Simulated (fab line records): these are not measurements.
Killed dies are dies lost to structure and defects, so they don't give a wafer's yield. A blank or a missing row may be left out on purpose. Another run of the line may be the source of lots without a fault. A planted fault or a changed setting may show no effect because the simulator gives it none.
fab line records | flow sky130
record: lots: 15 wafers: 45 last_day: 50
route steps=708 shown FIELD_ISO@1 GATE_OXIDE@189 LDD_HVP@287
lots with no fault: from the same line, run without faults
start_h: hours from the record's first day to the start of the lot's first wafer shown | wait_h: time in hours since the lot's previous step | " identical to the entry in the row above | L1.1+2: several wafers, shown together as one row | - no value, or no start was given | * or withheld: withheld | < > ~ a bound
route shown NAME@n: names a module that has steps shown in the file, with the first one's number in the route | usual: average and standard deviation across the fault-free wafers | same: alike in all rows | chamber/n: place in a boat | sites: per-site readings | _std_site: their standard deviation | _edge_site: mean of outer sites minus mean of inner sites | radius_mm: how far each site lies from the wafer's centre | mask NAME#n: copy n | behind: tool/chamber where the wafer was last shaped | hold: why the lot was held/for how many hours/how that ended | device: the transistor (n, p or np) that didn't switch | end of line: the same wafers' tests at the end of the route | for a step that has no rows: nothing shown but its recipe | killed: at the first sort, the dies lost to defects and structure; wafer yield is something else | map: a wafer's dies, marking killed ones x, the rest . and places with no die _
set.NAME: the run value of the setting; set.NAME@STEP: its run value at that earlier step | model.NAME: the simulator's own value behind a step, which no gauge read
steps of the route over a sample of lots; a table a step, a row a wafer
services: a tool's chamber out of use, with start hour (start_h, from the record's first day; less than 0 if before it), hours out, and reason
== steps ==
step: SKY_FIELD_ISO_BOW_MEAS_00
recipe: mode: bow
usual: INCOMING_BOW: 1/6.2
columns lot.wafer tool chamber start_h wait_h INCOMING_BOW[um]
L684.1 film_metro-02 - 10.00 - 2
L684.2 " - " " 0
L684.4 " - " " -13
L685.2 film_metro-03 - 15.02 - -1
L685.3 " - " " 9
L685.4 " - " " -4
L686.1 film_metro-03 - 20.00 - 7
L686.2 " - " " -2
L686.6 " - " " 3
L688.1 film_metro-03 - 30.00 - 7
L688.5 " - " " 4
L688.6 " - " " 8
L689.3 film_metro-02 - 35.04 - -10
L689.5 " - " " 6
L689.6 " - " " -1
L690.4 film_metro-01 - 40.06 - 4
L690.5 " - " " 12
L690.6 " - " " 2
L692.4 film_metro-01 - 50.06 - 6
L692.5 " - " " 7
L692.6 " - " " 11
L693.1 film_metro-02 - 55.00 - 1
L693.2 " - " " 5
L693.5 " - " " 2
L696.3 film_metro-02 - 70.04 - -1
L696.5 " - " " 7
L696.6 " - " " 4
L697.2 film_metro-01 - 75.02 - 5
L697.3 " - " " 0
L697.6 " - " " 8
L698.1 film_metro-01 - 80.00 - 12
L698.2 " - " " 1
L698.4 " - " " -3
L700.2 film_metro-01 - 90.02 - 1
L700.4 " - " " 5
L700.5 " - " " 0
L702.1 film_metro-01 - 100.00 - 11
L702.3 " - " " -1
L702.4 " - " " 9
L703.1 film_metro-03 - 105.00 - -1
L703.2 " - " " -4
L703.6 " - " " 11
L704.1 film_metro-02 - 110.00 - -3
L704.5 " - " " -12
L704.6 " - " " 10
step: SKY_FIELD_ISO_EXPOSE_10
recipe: mask_id: FOM na: 0.68 source_shape: annular sigma_inner: 0.4 sigma_outer: 0.8 target_cd_nm: 150 dose_mj: 28
usual: exposure_dose_mJ_cm2: 28.006/0.029 focus_offset_nm: -0.2/0.52
columns lot.wafer tool chamber start_h wait_h mask exposure_dose_mJ_cm2 focus_offset_nm
L684.1 krf_scanner-01 0 23.84 - FOM#0 28.037 -0.8
L684.2 " 0 " " FOM#0 28.050 -0.1
L684.4 " 0 " " FOM#0 28.000 0.0
L685.2 krf_scanner-01 0 26.32 - FOM#0 28.020 -0.3
L685.3 " 0 " " FOM#0 28.083 -0.4
L685.4 " 0 " " FOM#0 27.956 -0.6
L686.1 krf_scanner-02 0 32.11 - FOM#0 28.019 -0.3
L686.2 " 0 " " FOM#0 28.021 -0.3
L686.6 " 0 " " FOM#0 28.033 0.8
L688.1 krf_scanner-01 0 43.45 - FOM#0 28.008 0.4
L688.5 " 0 " " FOM#0 27.974 0.5
L688.6 " 0 " " FOM#0 28.015 -0.1
L689.3 krf_scanner-02 0 47.71 - FOM#0 28.037 0.6
L689.5 " 0 " " FOM#0 28.037 -0.6
L689.6 " 0 " " FOM#0 27.986 -0.4
L690.4 krf_scanner-01 0 52.53 - FOM#0 27.981 0.1
L690.5 " 0 " " FOM#0 27.981 -0.7
L690.6 " 0 " " FOM#0 27.961 -1.4
L692.4 krf_scanner-01 0 67.08 - FOM#0 28.065 0.1
L692.5 " 0 " " FOM#0 28.031 -0.1
L692.6 " 0 " " FOM#0 28.038 0.5
L693.1 krf_scanner-01 0 75.73 - FOM#0 28.001 -0.6
L693.2 " 0 " " FOM#0 27.984 -0.6
L693.5 " 0 " " FOM#0 27.998 -0.5
L696.3 krf_scanner-02 - 85.69 - FOM#0 - -
L696.5 " - " " FOM#0 - -
L696.6 " - " " FOM#0 - -
L698.1 krf_scanner-01 - 94.56 - FOM#0 - -
L698.2 " - " " FOM#0 - -
L698.4 " - " " FOM#0 - -
L697.2 krf_scanner-02 - 94.93 - FOM#0 - -
L697.3 " - " " FOM#0 - -
L697.6 " - " " FOM#0 - -
L700.2 krf_scanner-02 0 105.49 - FOM#0 28.028 0.9
L700.4 " 0 " " FOM#0 28.038 0.8
L700.5 " 0 " " FOM#0 28.022 0.3
L702.1 krf_scanner-01 0 114.66 - FOM#0 27.964 -0.4
L702.3 " 0 " " FOM#0 27.978 0.5
L702.4 " 0 " " FOM#0 27.991 0.4
L703.1 krf_scanner-01 0 120.79 - FOM#0 28.044 0.8
L703.2 " 0 " " FOM#0 28.038 0.6
L703.6 " 0 " " FOM#0 28.059 -0.6
L704.1 krf_scanner-01 0 125.08 - FOM#0 28.008 -0.1
L704.5 " 0 " " FOM#0 28.010 -1.0
L704.6 " 0 " " FOM#0 28.036 -0.4
step: SKY_GATE_OXIDE_THK_MEAS_02
recipe: reads: SiO2_of_GATE_OXIDE_OXIDATION_01
usual: GATE_OXIDE_OXIDATION_00_THK: 10.32/0.23
columns lot.wafer tool chamber start_h wait_h GATE_OXIDE_OXIDATION_00_THK[nm]
L684.1 film_metro-04 - 282.06 0.0 10.40
L684.2 " - " " 10.37
L684.4 " - " " 10.17
L685.2 film_metro-01 - 284.93 0.0 10.48
L685.3 " - " " 10.43
L685.4 " - " " 10.60
L686.1 film_metro-02 - 300.97 0.0 10.18
L686.2 " - " " 10.26
L686.6 " - " " 10.46
L688.1 film_metro-04 - 332.09 0.0 10.15
L688.5 " - " " 10.01
L688.6 " - " " 9.99
L689.3 film_metro-04 - 341.50 0.0 10.29
L689.5 " - " " 10.14
L689.6 " - " " 10.15
L690.4 film_metro-04 - 349.99 0.0 10.49
L690.5 " - " " 10.91
L690.6 " - " " 10.81
L692.4 film_metro-04 - 370.76 0.0 10.19
L692.5 " - " " 10.36
L692.6 " - " " 10.29
L693.1 film_metro-02 - 376.74 0.0 10.30
L693.2 " - " " 10.29
L693.5 " - " " 10.49
L700.2 film_metro-02 - 426.94 0.0 10.98
L700.4 " - " " 10.89
L700.5 " - " " 10.84
L702.1 film_metro-02 - 432.33 0.0 10.41
L702.3 " - " " 10.37
L702.4 " - " " 10.39
L703.1 film_metro-02 - 447.11 0.0 10.14
L703.2 " - " " 10.29
L703.6 " - " " 10.26
L704.1 film_metro-04 - 449.77 0.0 10.34
L704.5 " - " " 10.30
L704.6 " - " " 10.29
step: SKY_LDD_HVP_STRIP_09
recipe: chemistry: O2/N2 power_w: 1400 pressure_mtorr: 1500 platen_temp_c: withheld o2_flow_sccm: 3000 n2_flow_sccm: 300 overash_fraction: 0.5
usual: drypump_motor_current_A: 5.77/0.2 oes_product_au: 0.408/0.0046 strip_time_to_endpoint_s: 4.133/0.014
columns lot.wafer tool chamber start_h wait_h drypump_motor_current_A oes_product_au rf_hours_counter_h strip_time_to_endpoint_s
L684.1 plasma_asher-02 0 491.47 0.1 5.54 0.415 69 4.147
L684.2 " 1 " " 5.88 0.415 69 4.130
L684.4 " 0 " " 5.51 0.399 - 4.151
L685.2 plasma_asher-02 1 497.07 0.1 5.87 0.403 69 4.127
L685.3 " 1 " " 5.90 0.409 - 4.122
L685.4 " 0 " " 5.54 0.407 - 4.102
L686.1 plasma_asher-02 1 513.44 0.1 5.91 0.408 71 4.163
L686.2 " 0 " " 5.53 0.406 71 4.139
L686.6 " 1 " " 5.90 0.407 - 4.142
L688.1 plasma_asher-02 0 552.89 0.1 5.54 0.406 75 4.127
L688.5 " 1 " " 5.88 0.413 - 4.113
L688.6 " 0 " " 5.54 0.402 - 4.127
L689.3 plasma_asher-02 0 562.86 0.1 5.55 0.399 - 4.148
L689.5 " 0 " " 5.55 0.407 - 4.147
L689.6 " 1 " " 5.88 0.403 - 4.121
L690.4 plasma_asher-02 0 571.80 0.1 5.55 0.412 - 4.116
L690.5 " 0 " " 5.54 0.402 - 4.112
L690.6 " 1 " " 5.90 0.405 - 4.126
L692.4 plasma_asher-01 0 590.11 0.1 5.84 0.408 - 4.137
L692.5 " 0 " " 5.83 0.407 - 4.143
L692.6 " 1 " " 5.76 0.409 - 4.136
L693.1 plasma_asher-03 0 599.67 0.1 6.04 0.405 45 4.139
L693.2 " 1 " " 5.53 0.407 45 4.120
L693.5 " 1 " " 5.57 0.407 - 4.126
L700.2 plasma_asher-03 0 645.07 0.1 6.05 0.403 50 4.130
L700.4 " 0 " " 6.04 0.406 - 4.110
L700.5 " 0 " " 6.06 0.403 - 4.138
L702.1 plasma_asher-03 1 649.14 0.1 5.53 0.420 50 4.140
L702.3 " 1 " " 5.53 0.406 - 4.144
L702.4 " 0 " " 6.05 0.415 - 4.150
L703.1 plasma_asher-03 1 663.22 0.1 5.58 0.407 51 4.141
L703.2 " 0 " " 6.02 0.406 51 4.138
L703.6 " 0 " " 6.00 0.404 - 4.128
L704.1 plasma_asher-01 1 671.59 0.1 5.77 0.404 96 4.138
L704.5 " 1 " " 5.76 0.407 - 4.105
L704.6 " 0 " " 5.84 0.403 - 4.137
== services ==
columns tool chamber start_h hours kind
krf_scanner-01 - 1.76 3.6 pm
krf_scanner-01 - 16.48 1.3 pm
krf_scanner-01 - 31.50 1.0 pm
krf_scanner-01 - 132.94 0.6 repair
krf_scanner-01 - 168.08 0.8 pm
plasma_asher-02 - 173.29 0.4 repair
krf_scanner-01 - 174.67 2.0 repair
krf_scanner-01 - 192.38 1.3 pm
krf_scanner-01 - 200.50 1.0 pm
krf_scanner-01 - 284.05 25.9 repair
krf_scanner-01 - 295.91 0.3 repair
krf_scanner-01 - 309.95 4.0 pm
krf_scanner-01 - 336.88 0.8 pm
krf_scanner-01 - 347.02 0.2 repair
krf_scanner-01 - 368.28 1.3 pm
krf_scanner-01 - 369.58 1.0 pm
plasma_asher-02 - 373.75 0.7 repair
plasma_asher-02 - 387.23 2.8 pm
krf_scanner-01 - 403.39 0.7 repair
krf_scanner-01 - 411.49 4.4 pm
krf_scanner-01 - 419.16 1.0 repair
krf_scanner-01 - 505.68 0.8 pm
krf_scanner-01 - 538.50 1.0 pm
krf_scanner-01 - 544.18 1.3 pm
== key ==
first_sign: step: SKY_FIELD_ISO_EXPOSE_10 reading: tool_record direction: missing
effect none on later readings
met_at SKY_FIELD_ISO_EXPOSE_10
struck_lots L696,L697,L698
later_rows_left_out L696.3,L696.5,L696.6,L697.2,L697.3,L697.6,L698.1,L698.2,L698.4
sort_left_out L696.3,L696.5,L696.6,L697.2,L697.3,L697.6,L698.1,L698.2,L698.4
tester_left_out L696,L697,L698
not_acting_at SKY_FIELD_ISO_BOW_MEAS_00,SKY_GATE_OXIDE_THK_MEAS_02,SKY_LDD_HVP_STRIP_09
onset_between 75.73 85.69
fault: kind: skipped_step_whole tool: krf_scanner-01,krf_scanner-02 chamber: - onset_h: 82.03 steps: SKY_FIELD_ISO_EXPOSE_10 scope: struck_lots_only
tester_left_out: of these lots the tester's yield and bins aren't shown, on N5 and GAA mostly nor the transistor test; their killed dies are dies lost to structure and defects alone, not to doping, threshold or leakage, so they don't give the yield
sort_left_out: the simulated sort isn't trusted on such a fault, so these wafers' sort isn't shown, and their yield isn't known
later_rows_left_out: the simulator's readings of these wafers behind a module that went badly wrong aren't trusted and aren't shown, but for the sort
